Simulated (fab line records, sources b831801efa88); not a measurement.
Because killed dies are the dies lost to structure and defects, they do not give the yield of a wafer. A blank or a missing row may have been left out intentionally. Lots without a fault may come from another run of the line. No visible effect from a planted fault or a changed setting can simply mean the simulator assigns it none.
Comparing a struck lot with a sound one ; flow sfq_line ; 41 out of 325 route steps
Sound: the wafers L882.2, L882.3, L882.5. Wafers L891.3, L891.5, L891.6 were the ones struck. The cause comes at the end.
Order at every step that has rows: each side's tool, ch and its chambers, its first start. Under that, the readings that differ: sound wafers ; struck wafers ; difference of the means ; sigmas: that difference in standard deviations of wafers without a fault.
alike: a reading whose means differ by less than 2 such deviations, as well as words and numbers matching on both sides. not compared: withheld readings; readings where some wafer has no value; bounds like >300 that might hide an equal value; numbers whose values overlap and for which the record gives no deviation.
The two part at a step that has a row with sigmas, a row that says differs or no value, or rows on one side only. When numbers do not overlap yet have no deviation, they are printed without sigmas and do not part them. A reading missing from all wafers of one side parts the sides only when that side holds two or more wafers.

first, 3 steps without rows for these wafers: SFQ_TRILAYER_I6_VIA_STRIP_SOLV_CLEAN_174 (cleans in NMP, time 600 s); SFQ_TRILAYER_M7_DEP_PRE_CLEAN_176 (time 22.5 s); SFQ_TRILAYER_M7_DEP_SPUTTER_175 (material Nb, target thk 200 nm, time 133.3 s).
SFQ_M7_RS_MEAS_943: uses a four-point probe to measure.
  sound: film_metro-03 at day 67 09:49; struck: film_metro-01 at day 74 00:05
  alike: M7_NB_RS
then, 6 steps without rows for these wafers: SFQ_TRILAYER_M7_LITHO_COAT_182 (resist thk 62 nm); SFQ_TRILAYER_M7_LITHO_COAT_177 (resist thk 600 nm); SFQ_TRILAYER_M7_LITHO_SOFTBAKE_181; SFQ_TRILAYER_M7_LITHO_EXPOSE_178 (exposes mask M7, target cd 500 nm); SFQ_TRILAYER_M7_LITHO_PEB_180 (peb time 60 s); SFQ_TRILAYER_M7_LITHO_DEVELOP_179 (time 60 s).
-- the record jumps here: 4 days lie between the struck wafers' starts before and after --
SFQ_M7_OVL_MEAS_945:
  sound: overlay-01 at day 71 03:47; struck: overlay-02 at day 77 13:23
  alike: M7_OVL
SFQ_TRILAYER_M7_BARC_OPEN_METAL_ETCH_229: etches BARC in O2, target depth 125 nm, time 41.7 s.
  sound on rie_metal-02 ch 0, day 71 03:49; struck on rie_metal-02 ch 0,1, day 77 13:26
  no value came back on the struck wafers for bias_w (W), chamber_pressure_mTorr (mTorr), drypump_motor_current_A (A), oes_product_au (a.u.); on the sound wafers bias_w (W) reads 79.93 79.79 80.00
reading;sound;struck;difference;sigmas
model.KrF_of_TRILAYER_M7_LITHO_COAT_177.thk_nm (nm);523.9 524.6 525.3;573.9 575.5 576;+50.5;
  not compared: rf_hours_counter_h
SFQ_TRILAYER_M7_ETCH_METAL_ETCH_180: etches Nb in Cl2/Ar, stops on SiO2, target depth 240 nm, time 120 s.
  sound on rie_metal-02 ch 0, day 71 03:52; struck on rie_metal-02 ch 0,1, day 77 13:31
reading;sound;struck;difference;sigmas
oes_product_au (a.u.);0.896 0.906 0.896;0.374 0.373 0.368;-0.528;-67
model.KrF_of_TRILAYER_M7_LITHO_COAT_177.thk_nm (nm);380.6 380.8 382.1;434 434.1 434;+53;
  alike: bias_w, chamber_pressure_mTorr, drypump_motor_current_A
  not compared: rf_hours_counter_h
then, 2 steps without rows for these wafers: SFQ_TRILAYER_M7_STRIP_STRIP_181 (strips in O2); SFQ_TRILAYER_M7_STRIP_SOLV_CLEAN_182 (cleans in NMP, time 600 s).
SFQ_TRILAYER_I7_DEP_PECVD_183: deposits SiO2 from SiH4/N2O, time 111.11 s, target thk 500 nm.
  sound on pecvd-01 ch 1,2, day 71 04:46; struck on pecvd-02 ch 0,1, day 77 14:22
  alike: chamber_pressure_Torr, heater_power_w, throttle_valve_pct
SFQ_TRILAYER_I7_CMP_CMP_184: polishes SiO2.
  sound on cmp-02 ch 0,1,2, day 71 05:50; struck on cmp-01 ch 0,1, day 77 16:38
  alike: head_pressure_psi, motor_current_A, time_to_endpoint_s
SFQ_I7_BOW_MEAS_946:
  sound: film_metro-04 at day 71 07:52; struck: film_metro-04 at day 77 19:11
  alike: I7_BOW
SFQ_TRILAYER_I7_METRO_MEASURE_185:
  sound: film_metro-04 at day 71 08:10; struck: film_metro-04 at day 77 19:40
  alike: thk_nm
then, 3 steps without rows for these wafers: SFQ_TRILAYER_I7_VIA_LITHO_COAT_192 (resist thk 62 nm); SFQ_TRILAYER_I7_VIA_LITHO_COAT_187 (resist thk 650 nm); SFQ_TRILAYER_I7_VIA_LITHO_SOFTBAKE_191.
SFQ_TRILAYER_I7_VIA_LITHO_EXPOSE_188: exposes mask I7, target cd 1000 nm.
  struck on krf_scanner-01, day 77 23:46; sound on krf_scanner-01 ch 0, day 73 03:39
  no value came back on the struck wafers for exposure_dose_mJ_cm2, focus_offset_nm (nm), sigma_outer; on the sound wafers exposure_dose_mJ_cm2 reads 21.334 21.337 21.322
  alike: mask
then, 2 steps without rows for these wafers: SFQ_TRILAYER_I7_VIA_LITHO_PEB_190 (peb time 60 s); SFQ_TRILAYER_I7_VIA_LITHO_DEVELOP_189 (time 60 s).
SFQ_I7_OVL_MEAS_947:
  sound: overlay-02 at day 73 04:58; struck: overlay-02 at day 78 00:52
reading;sound;struck;difference;sigmas
I7_OVL (nm);-5 -7 -8;- - -;no value on the struck wafers;
SFQ_TRILAYER_I7_VIA_BARC_OPEN_VIA_ETCH_260: etches BARC in O2, target depth 125 nm, time 41.7 s.
  sound on rie_diel-03 ch 0,1,3, day 73 04:59; struck on rie_diel-02 ch 0,1, day 78 00:54
  alike: bias_w, chamber_pressure_mTorr, drypump_motor_current_A, oes_product_au
  not compared: rf_hours_counter_h
SFQ_TRILAYER_I7_VIA_ETCH_VIA_ETCH_190: etches SiO2 in CHF3, stops on Nb, target depth 260 nm.
  sound on rie_diel-03 ch 0,1,3, day 73 05:02; struck on rie_diel-02 ch 0,1, day 78 00:56
reading;sound;struck;difference;sigmas
oes_product_au (a.u.);0.855 0.858 0.851;0.374 0.377 0.368;-0.482;-93
  alike: bias_w, chamber_pressure_mTorr, drypump_motor_current_A
then, 8 steps without rows for these wafers: SFQ_TRILAYER_I7_VIA_STRIP_STRIP_191 (strips in O2); SFQ_TRILAYER_I7_VIA_STRIP_SOLV_CLEAN_192 (cleans in NMP, time 600 s); SFQ_TRILAYER_M8_LITHO_LOR_COAT_197; SFQ_TRILAYER_M8_LITHO_LOR_BAKE_198; SFQ_TRILAYER_M8_LITHO_COAT_193 (resist thk 600 nm); SFQ_TRILAYER_M8_LITHO_SOFTBAKE_199; SFQ_TRILAYER_M8_LITHO_PEB_196 (peb time 60 s); SFQ_TRILAYER_M8_LITHO_DEVELOP_195 (img clear 15 s, time 55 s).
SFQ_M8_OVL_MEAS_948:
  sound: overlay-02 at day 76 20:27; struck: overlay-02 at day 78 06:52
reading;sound;struck;difference;sigmas
M8_OVL (nm);1 6 -6;- - -;no value on the struck wafers;
then, 3 steps without rows for these wafers: SFQ_TRILAYER_M8_DEP_EVAP_197 (material Ti, target thk 20 nm, time 100 s); SFQ_TRILAYER_M8_DEP_EVAP_198 (material Pt, target thk 50 nm, time 250 s); SFQ_TRILAYER_M8_DEP_EVAP_196 (material Au, target thk 180 nm, time 900 s).
SFQ_M8_BOW_MEAS_951:
  sound: film_metro-03 at day 76 21:36; struck: film_metro-02 at day 78 08:02
reading;sound;struck;difference;sigmas
model.etest.m8.ohm_sq;0.1544 0.1548 0.1535;1e+06 1e+06 1e+06;+1e+06;
model.etest.i7.link_ohm;1.042 1.04 1.039;1e+06 1e+06 1e+06;+1e+06;
model.etest.m7.comb_log10_ohm;12 12 12;0 0 0;-12;
  alike: M8_BOW

== WHERE THEY PART ==
Earliest at SFQ_TRILAYER_M7_BARC_OPEN_METAL_ETCH_229; latest, in this record, at SFQ_M8_OVL_MEAS_948. Later steps at which nothing parts them and some readings are alike: SFQ_M8_BOW_MEAS_951.

WHY: whatever the simulator had introduced
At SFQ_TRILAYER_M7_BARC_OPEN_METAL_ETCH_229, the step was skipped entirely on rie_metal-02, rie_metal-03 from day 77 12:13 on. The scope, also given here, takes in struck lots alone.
